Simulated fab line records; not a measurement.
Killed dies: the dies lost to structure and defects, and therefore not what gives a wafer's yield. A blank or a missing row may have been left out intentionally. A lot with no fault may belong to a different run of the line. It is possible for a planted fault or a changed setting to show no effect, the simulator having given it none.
Split-lot experiment :: flow gf180mcu :: 5 lots, 13 wafers read, on a route of 602 steps

ABOUT THE SPLIT
At GF_CONTACT_CMP_04 (polishes SiO2), the setting leaveAboveRefNm was moved away from the recipe's 560 nm on 4 of the 13 wafers read, by +3.3% to +6.8%. This setting was run at the recipe's value on the other wafers.

FROM THE SPLIT TO THE READING: what the file shows between them, 4 steps
- GF_CONTACT_PEB_12: peb time 90 s (also split here: pebTempC)
- GF_CONTACT_DEVELOP_13: develop time 60 s
- GF_CONTACT_CD_MEAS_14: target cd 220 nm
- GF_CONTACT_ETCH_16: etches BARC in N2/H2 (also split here: biasW)

THE READING
etch.depthNm (the simulator's own value, which no gauge read), in nm, at GF_CONTACT_ETCH_17 (etches SiO2 in C4F8/O2/Ar, stops on CoSi2, target depth 860 nm). The file gives no usual value for it. Here, 9 wafers ran the recipe; their average is 861.5 nm with a standard deviation of 2.3 nm.

wafer: L074.2
tool, chamber at the split: cmp-02, 1,0
leaveAboveRefNm as run, nm: 560
against the recipe: recipe
etch.depthNm, nm: 865.6
against lot-mates on the recipe: -

wafer: L074.4
tool, chamber at the split: cmp-02, 3
leaveAboveRefNm as run, nm: 560
against the recipe: recipe
etch.depthNm, nm: 863.3
against lot-mates on the recipe: -

wafer: L075.4
tool, chamber at the split: cmp-01, 1
leaveAboveRefNm as run, nm: 560
against the recipe: recipe
etch.depthNm, nm: 859.5
against lot-mates on the recipe: -

wafer: L082.4
tool, chamber at the split: cmp-01, 2
leaveAboveRefNm as run, nm: 598.1
against the recipe: +6.8%
etch.depthNm, nm: 896.3
against lot-mates on the recipe: +31.9

wafer: L082.5
tool, chamber at the split: cmp-01, 2
leaveAboveRefNm as run, nm: 560
against the recipe: recipe
etch.depthNm, nm: 864.4
against lot-mates on the recipe: -

wafer: L084.1
tool, chamber at the split: cmp-01, 3
leaveAboveRefNm as run, nm: 560
against the recipe: recipe
etch.depthNm, nm: 858.8
against lot-mates on the recipe: -

wafer: L084.2
tool, chamber at the split: cmp-01, 2
leaveAboveRefNm as run, nm: 560
against the recipe: recipe
etch.depthNm, nm: 861.5
against lot-mates on the recipe: -

wafer: L084.4
tool, chamber at the split: cmp-01, 0
leaveAboveRefNm as run, nm: 578.5
against the recipe: +3.3%
etch.depthNm, nm: 877.4
against lot-mates on the recipe: +17.2

wafer: L084.5
tool, chamber at the split: cmp-01, 2
leaveAboveRefNm as run, nm: 578.5
against the recipe: +3.3%
etch.depthNm, nm: 878.2
against lot-mates on the recipe: +18.1

wafer: L084.6
tool, chamber at the split: cmp-01, 3
leaveAboveRefNm as run, nm: 578.5
against the recipe: +3.3%
etch.depthNm, nm: 879.9
against lot-mates on the recipe: +19.8

wafer: L085.1
tool, chamber at the split: cmp-02, 0
leaveAboveRefNm as run, nm: 560
against the recipe: recipe
etch.depthNm, nm: 858.8
against lot-mates on the recipe: -

wafer: L085.3
tool, chamber at the split: cmp-02, 1
leaveAboveRefNm as run, nm: 560
against the recipe: recipe
etch.depthNm, nm: 861.2
against lot-mates on the recipe: -

wafer: L085.5
tool, chamber at the split: cmp-02, 2
leaveAboveRefNm as run, nm: 560
against the recipe: recipe
etch.depthNm, nm: 860.3
against lot-mates on the recipe: -
Where a row lists several chambers, the file gives one row for several wafers and doesn't say which wafer went through which chamber.

FIT RESULTS
A straight line over all 13 wafers: etch.depthNm changes by +5.13 nm for each +1% of leaveAboveRefNm; r = +0.98; the points scatter about the line by 2.2 nm.
The same after taking each lot's own level away (the mean of its wafers on the recipe; 13 wafers): +4.99 nm for each +1%; r = +0.99; scatter 1.5 nm.
On that fit, the largest move of leaveAboveRefNm shifts the reading by 34 nm.
The lots' own levels span 859.50 to 864.45 nm, that is 2.1 times the standard deviation above.
The two slopes are in agreement: the lot-to-lot level therefore moves the slope only a little.
Check: +37.8 nm against its lot-mates is what the line predicts for one of the wafers moved furthest among these (+6.8%) when that wafer is left out of the fit. It came out at +31.9 nm against them.

OTHER SPLITS APPLIED TO THESE WAFERS
Other splits were also applied to these wafers ahead of the reading. Each is held against what the fit with the lots' levels taken away leaves over:
other split on the same wafers: GF_CONTACT_PEB_12 pebTempC
wafers away from the commonest value: 4
r with etch.depthNm (lot level and that fit taken away): +0.54

other split on the same wafers: GF_CONTACT_ETCH_16 biasW
wafers away from the commonest value: 5
r with etch.depthNm (lot level and that fit taken away): -0.58

THE WHOLE CHAIN: every reading that the file lists as answering this split, in the file's order
step: GF_CONTACT_CMP_04
what it does: polishes SiO2
reading: SiO2_of_CONTACT_CVD_02.thkNm (the simulator's own value, which no gauge read)
change (the file's fit): +5.6 nm for each +1% of the setting
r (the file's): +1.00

step: GF_CONTACT_ETCH_17
what it does: etches SiO2 in C4F8/O2/Ar, stops on CoSi2, target depth 860 nm
reading: CONTACT.featureDepthNm (the simulator's own value, which no gauge read)
change (the file's fit): +5.46 nm for each +1% of the setting
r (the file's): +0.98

step: GF_CONTACT_ETCH_17
what it does: etches SiO2 in C4F8/O2/Ar, stops on CoSi2, target depth 860 nm
reading: etch.depthNm (the simulator's own value, which no gauge read)
change (the file's fit): +4.99 nm for each +1% of the setting
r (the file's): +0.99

THE FILE'S OWN FIT
etch.depthNm changes by +4.99 nm for each +1% of leaveAboveRefNm, r = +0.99.
